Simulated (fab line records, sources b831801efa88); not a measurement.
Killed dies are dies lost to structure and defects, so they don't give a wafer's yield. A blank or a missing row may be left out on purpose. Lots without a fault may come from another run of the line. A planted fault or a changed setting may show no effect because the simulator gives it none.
Which tool did it? | flow gf180mcu | 11 lots, 33 wafers sampled, at 5 steps of a route of 602

WHAT THE GAUGES READ, wafer by wafer
GF_CONTACT_THK_MEAS_01. Usual: CONTACT_CVD_00_THK 299 nm, standard deviation 3.3.
lot  | measured     | on            | CONTACT_CVD_00_THK (nm) | flag
L431 | day 16 00:47 | film_metro-04 | 292 303 300             |
L432 | day 16 08:35 | film_metro-04 | 302 302 298             |
L433 | day 16 13:26 | film_metro-03 | 299 303 304             |
L434 | day 17 05:28 | film_metro-01 | 300 298 299             |
L444 | day 20 14:14 | film_metro-03 | 300 302 300             |
L446 | day 21 08:32 | film_metro-03 | 301 304 303             |
L448 | day 22 00:06 | film_metro-04 | 301 297 303             |
L449 | day 22 04:51 | film_metro-03 | 299 297 297             |
L452 | day 23 04:18 | film_metro-01 | 296 297 299             |
L453 | day 23 11:59 | film_metro-04 | 302 303 300             |
L454 | day 23 22:01 | film_metro-01 | 301 301 299             |

GF_CONTACT_RS_MEAS_25: measures by four-point-probe. Usual: CONTACT_W_RS 0.380 ohm/sq, standard deviation 0.0047.
lot  | measured     | on            | CONTACT_W_RS (ohm/sq) | flag
L431 | day 17 01:46 | film_metro-03 | 0.380 0.379 0.379     |
L432 | day 17 09:58 | film_metro-01 | 0.382 0.381 0.380     |
L433 | day 17 14:17 | film_metro-03 | 0.378 0.871 0.380     | OFF
L434 | day 18 06:04 | film_metro-03 | 0.864 0.378 0.378     | OFF
L444 | day 21 15:59 | film_metro-01 | 0.378 0.375 0.389     |
L446 | day 22 09:56 | film_metro-01 | 0.385 0.381 0.385     |
L448 | day 23 01:33 | film_metro-04 | 0.384 0.384 0.382     |
L449 | day 23 06:13 | film_metro-04 | 0.381 0.386 0.381     |
L452 | day 24 04:12 | film_metro-04 | 0.384 0.373 0.372     |
L453 | day 24 11:50 | film_metro-04 | 0.384 0.379 0.382     |
L454 | day 24 20:53 | film_metro-03 | 0.387 0.391 0.380     |

GF_CONTACT_THK_MEAS_26: measures by xrf. Usual: CONTACT_W_THK 309 nm, standard deviation 4.8.
lot  | measured     | on            | CONTACT_W_THK (nm) | flag
L431 | day 17 01:53 | film_metro-03 | 309 308 309        |
L432 | day 17 10:03 | film_metro-01 | 308 308 309        |
L433 | day 17 14:24 | film_metro-03 | 310 135 309        | OFF
L434 | day 18 06:11 | film_metro-03 | 137 311 312        | OFF
L444 | day 21 16:07 | film_metro-01 | 308 311 297        |
L446 | day 22 10:04 | film_metro-01 | 302 307 303        |
L448 | day 23 01:40 | film_metro-04 | 306 306 307        |
L449 | day 23 06:19 | film_metro-04 | 309 303 310        |
L452 | day 24 04:19 | film_metro-04 | 306 315 316        |
L453 | day 24 11:57 | film_metro-04 | 306 311 307        |
L454 | day 24 20:59 | film_metro-03 | 308 306 314        |

WHICH TOOL RAN EACH LOT (tool, then ch and the chambers of the sampled wafers, then the start)
lot  | GF_CONTACT_STRIP_18                  | GF_CONTACT_CVD_24
L431 | plasma_asher-01 ch 0,1, day 17 01:14 | cvd_w-02 ch 0,1, day 17 01:39
L432 | plasma_asher-03 ch 0,1, day 17 09:19 | cvd_w-02 ch 1, day 17 09:48
L433 | plasma_asher-03 ch 0,1, day 17 13:47 | cvd_w-02 ch 0,1, day 17 14:11
L434 | plasma_asher-03 ch 0,1, day 18 05:34 | cvd_w-02 ch 0,1, day 18 05:58
L444 | plasma_asher-01 ch 0,1, day 21 15:29 | cvd_w-01 ch 0,1, day 21 15:53
L446 | plasma_asher-03 ch 0,1, day 22 09:26 | cvd_w-02 ch 0,1, day 22 09:50
L448 | plasma_asher-03 ch 1, day 23 01:03   | cvd_w-02 ch 0, day 23 01:27
L449 | plasma_asher-04 ch 0,1, day 23 05:43 | cvd_w-02 ch 0,1, day 23 06:07
L452 | plasma_asher-01 ch 0, day 24 03:41   | cvd_w-01 ch 0,1, day 24 04:06
L453 | plasma_asher-01 ch 0,1, day 24 11:17 | cvd_w-02 ch 0,1, day 24 11:43
L454 | plasma_asher-04 ch 0,1, day 24 20:22 | cvd_w-01 ch 0,1, day 24 20:46
- GF_CONTACT_STRIP_18: strips in O2/N2.
- GF_CONTACT_CVD_24: deposits W, target thk 300 nm, time 90.339 s.

WHAT THE TOOLS THEMSELVES READ (means of the sampled wafers that have a number; where no wafer has one, the mark that the record gives instead)
GF_CONTACT_STRIP_18. Usual: drypump_motor_current_A 5.9 A, standard deviation 0.52; heater_power_w 325 W, standard deviation 13; oes_product_au 0.580 a.u., standard deviation 0.0047.
lot  | tool            | drypump_motor_current_A (A) | heater_power_w (W) | oes_product_au (a.u.) | flag
L431 | plasma_asher-01 | 5.4                         | 317                | 0.581                 |
L432 | plasma_asher-03 | 5.5                         | 322                | 0.579                 |
L433 | plasma_asher-03 | 5.9                         | 319                | 0.578                 |
L434 | plasma_asher-03 | 5.5                         | 314                | 0.576                 |
L444 | plasma_asher-01 | 5.7                         | 323                | 0.584                 |
L446 | plasma_asher-03 | 5.5                         | 316                | 0.581                 |
L448 | plasma_asher-03 | 5.2                         | 308                | 0.583                 |
L449 | plasma_asher-04 | 6.3                         | 336                | 0.579                 |
L452 | plasma_asher-01 | 5.2                         | 326                | 0.579                 |
L453 | plasma_asher-01 | 5.7                         | 321                | 0.579                 |
L454 | plasma_asher-04 | 6.3                         | 339                | 0.580                 |

GF_CONTACT_CVD_24. Usual: heater_power_outer_w 539 W, standard deviation 40; heater_power_w 875 W, standard deviation 22; susceptor_temp_C 399.99 C, standard deviation 0.19.
lot  | tool     | heater_power_outer_w (W) | heater_power_w (W) | susceptor_temp_C (C) | flag
L431 | cvd_w-02 | 542                      | 868                | 400.14               |
L432 | cvd_w-02 | 508                      | 861                | 400.02               |
L433 | cvd_w-02 | 482                      | 811                | 385.32               | OFF
L434 | cvd_w-02 | 484                      | 801                | 385.12               | OFF
L444 | cvd_w-01 | 526                      | 877                | 400.03               |
L446 | cvd_w-02 | 540                      | 872                | 400.04               |
L448 | cvd_w-02 | 611                      | 883                | 400.06               |
L449 | cvd_w-02 | 548                      | 892                | 399.90               |
L452 | cvd_w-01 | 524                      | 885                | 399.95               |
L453 | cvd_w-02 | 573                      | 883                | 399.94               |
L454 | cvd_w-01 | 512                      | 868                | 400.01               |

THE ANSWER, worked out from the rows above alone
Rule: a lot is off if the mean of its wafers that have a number lies more than 3 standard deviations from the usual mean. A lot without any number at a reading at which 4 lots or more have one is off too. The other lots that the step has rows for count as sound. The gauges are gone through in route order, then the tools' own readings, and for those a lot's mean is taken as printed above. The first step at which some lot is off is used, and at that step the reading that is off furthest; a lot without a number counts as furthest.
Off: L433, L434, at GF_CONTACT_RS_MEAS_25 (CONTACT_W_RS).
A tool fits if, at a process step before that reading, it ran every lot that is off, and no sound lot after the first of them. The gauges at GF_CONTACT_RS_MEAS_25 aren't tried: what is off there is off at GF_CONTACT_CVD_24 too, on other tools, and a gauge's error can't cause that. None of those tried fits.

WHAT THE SIMULATOR HAD PUT IN
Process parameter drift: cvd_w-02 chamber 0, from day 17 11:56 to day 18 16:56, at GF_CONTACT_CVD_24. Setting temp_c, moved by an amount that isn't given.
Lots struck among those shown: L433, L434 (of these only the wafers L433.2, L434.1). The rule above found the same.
